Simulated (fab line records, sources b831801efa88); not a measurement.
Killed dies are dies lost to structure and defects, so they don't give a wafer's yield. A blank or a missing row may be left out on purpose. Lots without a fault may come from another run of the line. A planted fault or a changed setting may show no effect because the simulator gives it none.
fab line records | flow sky130
record lots=6 wafers=18 last_day=50
route steps=708 shown VT_ADJUST_LVTN@104 VT_ADJUST_NCORE@119 PAD_OPEN@708
lots that met no fault: from a run of the same line without faults
start_h: hours from the record's first day to the start of the lot's first wafer shown | wait_h: hours since the lot's step before | " the same as in the row above | L1.1+2: a row that stands for several wafers | - no value, or no start given | * or withheld: withheld | < > ~ a bound
route shown NAME@n: a module of which the file shows steps, and the number in the route of the first | usual: mean/standard deviation of fault-free wafers | same: alike in all rows | chamber/n: place in a boat | sites: the reading at each site | _std_site: their standard deviation | _edge_site: outer sites' mean less inner sites' | radius_mm: how far each site lies from the wafer's centre | mask NAME#n: copy n | behind: the tool/chamber that last shaped the wafer | hold: why the lot was held/for how many hours/how that ended | device: the transistor (n, p or np) that didn't switch | end of line: the same wafers' tests at the end of the route | a step without rows: its recipe alone | killed: dies lost to structure and defects at the first sort, not the wafer's yield | map: a wafer's dies, x killed, . not, _ none there
set.NAME: the setting as run; set.NAME@STEP: as run at that earlier step | model.NAME: the simulator's own value behind a step, which no gauge read
lots at some steps of the route; a table a step, a row a wafer
services: from which hour (start_h, from the record's first day; less than 0 if before it) a tool's chamber was out of use, for how many hours, and why
## steps
# step SKY_VT_ADJUST_LVTN_OVL_MEAS_07
# usual VT_ADJUST_LVTN_OVL=0.3/1.3
# columns lot.wafer tool chamber start_h wait_h VT_ADJUST_LVTN_OVL[nm]
L986.3 overlay-02 - 155.42 - 1.4
L986.4 " - " " -0.3
L986.5 " - " " 0.0
L990.1 overlay-02 - 194.69 - 1.9
L990.2 " - " " -0.3
L990.3 " - " " 0.8
L998.3 overlay-02 - 241.37 - 1.1
L998.5 " - " " 0.6
L998.6 " - " " 0.2
L999.3 overlay-01 - 247.87 - 1.0
L999.4 " - " " 0.6
L999.6 " - " " 1.3
L103.3 overlay-02 - 269.70 - 2.9
L103.4 " - " " 1.2
L103.5 " - " " 0.6
L104.2 overlay-02 - 272.97 - -1.0
L104.3 " - " " -0.6
L104.4 " - " " 0.1
# step SKY_VT_ADJUST_LVTN_IMPLANT_08
# recipe species=B energy_kev=30 dose_cm2=1.57e+12 tilt_deg=withheld
# step SKY_VT_ADJUST_LVTN_STRIP_09
# recipe chemistry=O2/N2 power_w=1400 pressure_mtorr=1500 platen_temp_c=withheld o2_flow_sccm=3000 n2_flow_sccm=300 overash_fraction=0.5
# usual drypump_motor_current_A=5.76/0.11 oes_product_au=0.723/0.0042 strip_time_to_endpoint_s=36.94/0.094
# columns lot.wafer tool chamber start_h wait_h drypump_motor_current_A oes_product_au rf_hours_counter_h strip_time_to_endpoint_s
L986.3 plasma_asher-04 1 155.63 0.1 5.78 0.723 - 36.96
L986.4 " 0 " " 5.69 0.722 - 36.95
L986.5 " 0 " " 5.71 0.719 - 36.94
L990.1 plasma_asher-02 0 194.87 0.1 5.54 0.721 40 37.00
L990.2 " 1 " " 5.84 0.730 40 36.84
L990.3 " 0 " " 5.57 0.730 - 36.96
L998.3 plasma_asher-04 0 241.58 0.1 5.70 0.724 - 37.01
L998.5 " 0 " " 5.70 0.719 - 36.87
L998.6 " 1 " " 5.79 0.733 - 36.95
L999.3 plasma_asher-01 0 248.08 0.1 5.84 0.720 - 36.93
L999.4 " 1 " " 5.79 0.725 - 37.09
L999.6 " 0 " " 5.81 0.716 - 36.98
L103.3 plasma_asher-04 1 269.91 0.1 5.79 0.718 - 36.83
L103.4 " 0 " " 5.66 0.716 - 36.87
L103.5 " 0 " " 5.68 0.725 - 37.02
L104.2 plasma_asher-02 1 273.15 0.1 5.91 0.722 47 36.99
L104.3 " 0 " " 5.53 0.728 - 36.94
L104.4 " 1 " " 5.92 0.721 - 37.03
# step SKY_VT_ADJUST_LVTN_TW_MEAS_10
# usual VT_ADJUST_LVTN_TW=241/3.1
# columns lot.wafer tool chamber start_h wait_h VT_ADJUST_LVTN_TW
L986.3 film_metro-04 - 155.72 0.1 245
L986.4 " - " " 245
L986.5 " - " " 244
L990.1 film_metro-01 - 194.97 0.1 241
L990.2 " - " " 239
L990.3 " - " " 240
L998.3 film_metro-03 - 241.67 0.1 237
L998.5 " - " " 239
L998.6 " - " " 238
L999.3 film_metro-04 - 248.17 0.1 245
L999.4 " - " " 246
L999.6 " - " " 247
L103.3 film_metro-04 - 269.99 0.1 245
L103.4 " - " " 244
L103.5 " - " " 245
L104.2 film_metro-04 - 273.26 0.1 243
L104.3 " - " " 244
L104.4 " - " " 244
# step SKY_VT_ADJUST_LVTN_DEHYDRATE_11
# recipe temp_c=200 time_s=60
# step SKY_VT_ADJUST_LVTN_HMDS_12
# recipe prime_time_s=60 prime_temp_c=120
# step SKY_VT_ADJUST_LVTN_COAT_13
# recipe resist=NOVOLAK spin_rpm=3000 resist_thk_nm=1140
# step SKY_VT_ADJUST_LVTN_SOFTBAKE_14
# recipe temp_c=90 time_s=60 resist=NOVOLAK
# step SKY_VT_ADJUST_LVTN_EXPOSE_15
# recipe mask_id=HVN_STD_DERIVED na=0.6 source_shape=conventional sigma_outer=0.6 polarization=unpolarized target_cd_nm=600 dose_mj=163
# step SKY_VT_ADJUST_LVTN_PEB_16
# recipe temp_c=withheld time_s=* resist=NOVOLAK
# step SKY_VT_ADJUST_LVTN_DEVELOP_17
# recipe resist=NOVOLAK developer=TMAH develop_time_s=60 dev_temp_c=23
# step SKY_VT_ADJUST_LVTN_OVL_MEAS_18
# usual VT_ADJUST_LVTN_01_OVL=-0.5/1.5
# columns lot.wafer tool chamber start_h wait_h VT_ADJUST_LVTN_01_OVL[nm]
L986.3 overlay-01 - 175.47 0.1 0.0
L986.4 " - " " -1.2
L986.5 " - " " -1.6
L990.1 overlay-02 - 217.23 0.1 -0.3
L990.2 " - " " 1.0
L990.3 " - " " 0.2
L998.3 overlay-02 - 266.39 0.1 -0.4
L998.5 " - " " -0.5
L998.6 " - " " -2.4
L999.3 overlay-01 - 272.29 0.1 -0.6
L999.4 " - " " -2.1
L999.6 " - " " 0.5
L103.3 overlay-01 - 294.60 0.1 1.0
L103.4 " - " " 2.8
L103.5 " - " " 0.2
L104.2 overlay-02 - 297.59 0.1 -1.3
L104.3 " - " " -2.4
L104.4 " - " " -0.5
# step SKY_VT_ADJUST_LVTN_IMPLANT_19
# recipe species=B energy_kev=30 dose_cm2=6.5e+11 tilt_deg=withheld
# columns lot.wafer tool chamber start_h wait_h
L986.3+4+5 implanter-03 0 175.60 0.1
L990.1+2+3 implanter-03 0 217.27 0.0
L998.3+5+6 implanter-03 0 266.47 0.1
L999.3+4+6 implanter-02 0 272.37 0.1
L999.3+4+6 implanter-02 0 272.69 0.3
L103.3+4+5 implanter-01 0 294.67 0.1
L103.3+4+5 implanter-01 0 294.99 0.3
L104.2+3+4 implanter-03 0 297.71 0.1
# step SKY_VT_ADJUST_LVTN_STRIP_20
# recipe chemistry=O2/N2 power_w=1400 pressure_mtorr=1500 platen_temp_c=withheld o2_flow_sccm=3000 n2_flow_sccm=300 overash_fraction=0.5
# usual drypump_motor_current_A=5.75/0.11 oes_product_au=0.716/0.0048 strip_time_to_endpoint_s=14.18/0.035
# columns lot.wafer tool chamber start_h wait_h drypump_motor_current_A oes_product_au rf_hours_counter_h strip_time_to_endpoint_s
L986.3 plasma_asher-04 1 175.83 0.2 5.80 0.718 - 14.13
L986.4 " 0 " " 5.69 0.714 - 14.20
L986.5 " 1 " " 5.80 0.719 - 14.16
L990.1 plasma_asher-04 0 217.42 0.1 5.66 0.715 54 14.19
L990.2 " 1 " " 5.80 0.722 54 14.21
L990.3 " 1 " " 5.78 0.715 - 14.13
L998.3 plasma_asher-02 1 266.60 0.1 5.94 0.709 - 14.25
L998.5 " 1 " " 5.92 0.718 - 14.22
L998.6 " 0 " " 5.52 0.712 - 14.26
L999.3 plasma_asher-04 0 272.94 0.2 5.69 0.717 - 14.22
L999.4 " 1 " " 5.81 0.714 - 14.18
L999.6 " 1 " " 5.80 0.705 - 14.16
L103.3 plasma_asher-02 1 295.12 0.1 5.89 0.718 - 14.12
L103.4 " 0 " " 5.54 0.716 - 14.14
L103.5 " 1 " " 5.91 0.723 - 14.13
L104.2 plasma_asher-04 0 297.84 0.1 5.73 0.720 62 14.22
L104.3 " 1 " " 5.82 0.716 - 14.20
L104.4 " 0 " " 5.73 0.719 - 14.19
# step SKY_VT_ADJUST_LVTN_TW_MEAS_21
# usual VT_ADJUST_LVTN_2_TW=187.6/2.1
# columns lot.wafer tool chamber start_h wait_h VT_ADJUST_LVTN_2_TW
L986.3 film_metro-03 - 175.92 0.1 185.3
L986.4 " - " " 185.4
L986.5 " - " " 186.9
L990.1 film_metro-04 - 217.52 0.1 189.8
L990.2 " - " " 191.2
L990.3 " - " " 191.8
L998.3 film_metro-04 - 266.69 0.1 190.1
L998.5 " - " " 189.8
L998.6 " - " " 190.1
L999.3 film_metro-01 - 273.03 0.1 228.2
L999.4 " - " " 228.2
L999.6 " - " " 228.2
L103.3 film_metro-04 - 295.21 0.1 231.0
L103.4 " - " " 230.3
L103.5 " - " " 231.7
L104.2 film_metro-04 - 297.95 0.1 190.0
L104.3 " - " " 190.7
L104.4 " - " " 190.4
# step SKY_VT_ADJUST_NCORE_DEHYDRATE_00
# recipe temp_c=200 time_s=60
# step SKY_PAD_OPEN_PROBE_99
# usual killed_at_M0_to_M3=43/6.9 killed_at_M4_up=3.0/1.8 killed_at_contacts=24/4.8 killed_at_front_end=15/4.5 killed_at_other=0.4/0.67 killed_dies=86/9.2 killed_open=46/6.9 killed_short=39/6
# same gross_dies=492 killed_at_back_side=0
# columns lot.wafer tool chamber start_h wait_h killed_at_M0_to_M3 killed_at_M4_up killed_at_contacts killed_at_front_end killed_at_other killed_dies killed_open killed_short model.etest.pfet_16v.r_on_ohm_um model.etest.res_pwell_under_gate.rs_ohm_sq model.etest.tip_n_5v.rs_ohm_sq model.etest.nfet_g5v0d10v5.r_on_ohm_um model.etest.nfet_g5v0d10v5.drive_ua_um model.etest.nfet_16v.drive_ua_um model.etest.pfet_16v.drive_ua_um model.etest.ring_5v.delay_ps
L986.3 prober-02 - 1089.46 0.2 35 3 23 27 1 89 55 33 1.528e+04 2277 1402 1861 597.4 220.8 245.5 45.42
L986.4 prober-02 - 1089.51 0.2 42 0 29 15 2 88 53 35 1.522e+04 2278 1406 1889 600.2 219.9 246 45.18
L986.5 prober-02 - 1089.56 0.2 43 1 30 13 0 87 51 36 1.536e+04 2274 1407 1890 602.3 217.9 245.2 45.43
L990.1 prober-01 - 1128.34 0.1 31 1 26 19 1 78 39 39 1.559e+04 2286 1410 1888 595.3 215.7 238.6 44.58
L990.2 prober-01 - 1128.39 0.1 50 2 25 21 0 98 55 43 1.558e+04 2280 1394 1919 588.3 218.2 240.2 44.66
L990.3 prober-01 - 1128.44 0.2 45 2 21 11 0 79 46 33 1.576e+04 2291 1399 1918 580.9 214.1 237.8 45.42
L998.3 prober-01 - 1167.62 0.2 42 5 24 13 0 84 40 44 1.497e+04 2268 1382 1831 635.1 232.4 251.1 43.78
L998.5 prober-01 - 1167.72 0.2 53 1 23 14 0 91 60 30 1.52e+04 2278 1389 1872 612.2 223.9 247.6 44.38
L998.6 prober-01 - 1167.77 0.2 37 6 30 23 0 96 51 44 1.494e+04 2282 1386 1871 618.6 225.4 248.4 44.3
L999.3 prober-02 - 1172.11 0.2 40 7 33 14 0 94 43 49 1.503e+04 2183 1466 1944 578.6 208.6 249 46.45
L999.4 prober-02 - 1172.16 0.2 39 1 22 18 0 80 37 39 1.512e+04 2180 1456 1916 579.6 210.7 247.4 45.72
L999.6 prober-02 - 1172.26 0.2 48 1 18 20 0 87 43 43 1.531e+04 2191 1449 1981 572 208 245 46.85
L103.3 prober-02 - 1183.72 0.2 55 2 17 16 2 92 55 37 1.477e+04 2179 1445 1922 585.7 210.9 255.4 45.24
L103.4 prober-02 - 1183.77 0.2 40 5 16 17 0 78 42 36 1.472e+04 2186 1455 1904 590.1 213.3 255.7 44.81
L103.5 prober-02 - 1183.82 0.2 36 3 25 23 0 87 51 36 1.458e+04 2190 1439 1925 581 210.7 256 45.47
L104.2 prober-01 - 1189.96 0.1 43 2 31 15 0 91 57 34 1.552e+04 2279 1407 1892 606.1 223 240.3 45.47
L104.3 prober-01 - 1190.01 0.2 40 2 24 15 0 81 46 35 1.557e+04 2287 1405 1881 608.6 223 240.9 45.51
L104.4 prober-01 - 1190.06 0.2 50 3 20 10 1 84 51 33 1.541e+04 2298 1404 1896 601.8 222.6 240.4 45.35
# killed by level:class
L986.3 CONTACT:geometric_particle:open=9 VIA1:geometric_particle:open=8 POLY_GATE:geometric_particle:open=8 FIELD_ISO:geometric_particle:open=6 VIA3:geometric_particle:open=6 VIA2:geometric_particle:open=5 METAL3:geometric_particle:short=4 FIELD_ISO:geometric_particle:short=3
L986.4 VIA1:geometric_particle:open=11 CONTACT:geometric_particle:open=10 CONTACT:geometric_particle:short=8 LOCAL_INTERCONNECT:geometric_particle:short=7 VIA2:geometric_particle:open=7 VIA1:geometric_particle:short=6 VIA3:geometric_particle:open=6 FIELD_ISO:geometric_particle:open=4
L986.5 VIA1:geometric_particle:open=11 CONTACT:geometric_particle:open=10 VIA2:geometric_particle:open=8 LI_CONTACT:geometric_particle:short=7 CONTACT:geometric_particle:short=5 METAL3:geometric_particle:short=5 VIA3:geometric_particle:open=5 FIELD_ISO:geometric_particle:short=4
L990.1 VIA1:geometric_particle:open=10 CONTACT:geometric_particle:open=9 POLY_GATE:geometric_particle:open=6 LOCAL_INTERCONNECT:geometric_particle:short=5 VIA1:geometric_particle:short=5 METAL2:geometric_particle:short=5 FIELD_ISO:geometric_particle:open=4 FIELD_ISO:geometric_particle:short=4
L990.2 VIA1:geometric_particle:open=14 LI_CONTACT:geometric_particle:open=8 CONTACT:geometric_particle:open=8 FIELD_ISO:geometric_particle:open=6 METAL2:geometric_particle:short=6 METAL1:geometric_particle:short=6 VIA2:geometric_particle:open=6 VIA1:geometric_particle:short=5
L990.3 VIA1:geometric_particle:open=11 VIA2:geometric_particle:open=9 CONTACT:geometric_particle:short=7 CONTACT:geometric_particle:open=7 METAL2:geometric_particle:short=6 LI_CONTACT:geometric_particle:open=6 FIELD_ISO:geometric_particle:short=4 FIELD_ISO:geometric_particle:open=3
L998.3 LI_CONTACT:geometric_particle:open=8 CONTACT:geometric_particle:open=7 VIA1:geometric_particle:open=6 METAL3:geometric_particle:short=6 LOCAL_INTERCONNECT:geometric_particle:short=5 METAL2:geometric_particle:short=5 VIA1:geometric_particle:short=5 VIA2:geometric_particle:short=5
L998.5 VIA1:geometric_particle:open=20 LI_CONTACT:geometric_particle:open=8 CONTACT:geometric_particle:open=8 VIA2:geometric_particle:open=8 METAL2:geometric_particle:short=5 FIELD_ISO:geometric_particle:open=4 LOCAL_INTERCONNECT:geometric_particle:short=4 VIA2:geometric_particle:short=4
L998.6 CONTACT:geometric_particle:open=15 VIA1:geometric_particle:open=11 METAL2:geometric_particle:short=7 FIELD_ISO:geometric_particle:short=6 VIA2:geometric_particle:open=6 CONTACT:geometric_particle:short=5 POLY_GATE:geometric_particle:open=5 LI_CONTACT:geometric_particle:open=5
L999.3 LI_CONTACT:geometric_particle:open=10 LOCAL_INTERCONNECT:geometric_particle:short=9 VIA1:geometric_particle:open=7 METAL2:geometric_particle:short=6 VIA3:geometric_particle:open=6 CONTACT:geometric_particle:open=5 VIA3:geometric_particle:short=5 METAL4:geometric_particle:short=5
L999.4 VIA1:geometric_particle:open=9 LOCAL_INTERCONNECT:geometric_particle:short=6 CONTACT:geometric_particle:short=6 METAL1:geometric_particle:short=6 CONTACT:geometric_particle:open=6 POLY_GATE:geometric_particle:open=5 METAL2:geometric_particle:short=5 VIA1:geometric_particle:short=4
L999.6 VIA1:geometric_particle:short=10 LI_CONTACT:geometric_particle:open=10 VIA1:geometric_particle:open=10 FIELD_ISO:geometric_particle:short=7 VIA3:geometric_particle:open=7 POLY_GATE:geometric_particle:short=4 VIA2:geometric_particle:open=4 VIA2:geometric_particle:short=4
L103.3 VIA1:geometric_particle:open=12 VIA2:geometric_particle:open=11 CONTACT:geometric_particle:open=6 VIA2:geometric_particle:short=6 METAL2:geometric_particle:short=5 METAL3:geometric_particle:short=5 VIA3:geometric_particle:open=5 POLY_GATE:geometric_particle:open=4
L103.4 METAL2:geometric_particle:short=10 VIA1:geometric_particle:open=8 LI_CONTACT:geometric_particle:open=7 FIELD_ISO:geometric_particle:open=6 POLY_GATE:geometric_particle:short=5 VIA3:geometric_particle:open=5 VIA3:geometric_particle:short=5 LOCAL_INTERCONNECT:geometric_particle:short=4
L103.5 LI_CONTACT:geometric_particle:open=11 CONTACT:geometric_particle:open=9 VIA1:geometric_particle:open=8 POLY_GATE:geometric_particle:short=7 VIA1:geometric_particle:short=6 VIA2:geometric_particle:open=6 FIELD_ISO:geometric_particle:short=5 FIELD_ISO:geometric_particle:open=4
L104.2 VIA1:geometric_particle:open=16 LI_CONTACT:geometric_particle:open=13 CONTACT:geometric_particle:open=8 FIELD_ISO:geometric_particle:open=6 VIA1:geometric_particle:short=6 METAL1:geometric_particle:short=5 CONTACT:geometric_particle:short=5 VIA2:geometric_particle:open=4
L104.3 VIA1:geometric_particle:open=14 CONTACT:geometric_particle:open=12 FIELD_ISO:geometric_particle:open=6 METAL1:geometric_particle:short=5 METAL2:geometric_particle:short=5 METAL3:geometric_particle:short=5 POLY_GATE:geometric_particle:short=4 LOCAL_INTERCONNECT:geometric_particle:short=4
L104.4 VIA1:geometric_particle:open=16 VIA3:geometric_particle:open=8 CONTACT:geometric_particle:open=8 LI_CONTACT:geometric_particle:open=6 METAL1:geometric_particle:short=5 VIA2:geometric_particle:open=5 FIELD_ISO:geometric_particle:open=4 FIELD_ISO:geometric_particle:short=4
## services
# columns tool chamber start_h hours kind
implanter-02 - 153.82 4.1 repair
plasma_asher-02 - 173.29 0.4 repair
implanter-02 - 202.33 3.8 repair
implanter-02 - 297.17 2.0 repair
## key
first_sign step=SKY_VT_ADJUST_LVTN_IMPLANT_19 reading=visit direction=added
effect step=SKY_VT_ADJUST_LVTN_TW_MEAS_21 reading=VT_ADJUST_LVTN_2_TW direction=up sigmas=20 usual=187.6 struck=229.6
model_effect step=SKY_PAD_OPEN_PROBE_99 value=etest.pfet_16v.r_on_ohm_um without=1.539e+04 struck=1.492e+04
met_at SKY_VT_ADJUST_LVTN_IMPLANT_19
struck_wafers L999.3,L999.4,L999.6,L103.3,L103.4,L103.5
tester_left_out L999,L103
fault kind=repeated_step_whole tool=implanter-01,implanter-02,implanter-03 chamber=- onset_h=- steps=SKY_VT_ADJUST_LVTN_IMPLANT_19 times=1 scope=struck_lots_only
# tester_left_out: of these lots the tester's yield and bins aren't shown, on N5 and GAA mostly nor the transistor test; their killed dies are dies lost to structure and defects alone, not to doping, threshold or leakage, so they don't give the yield
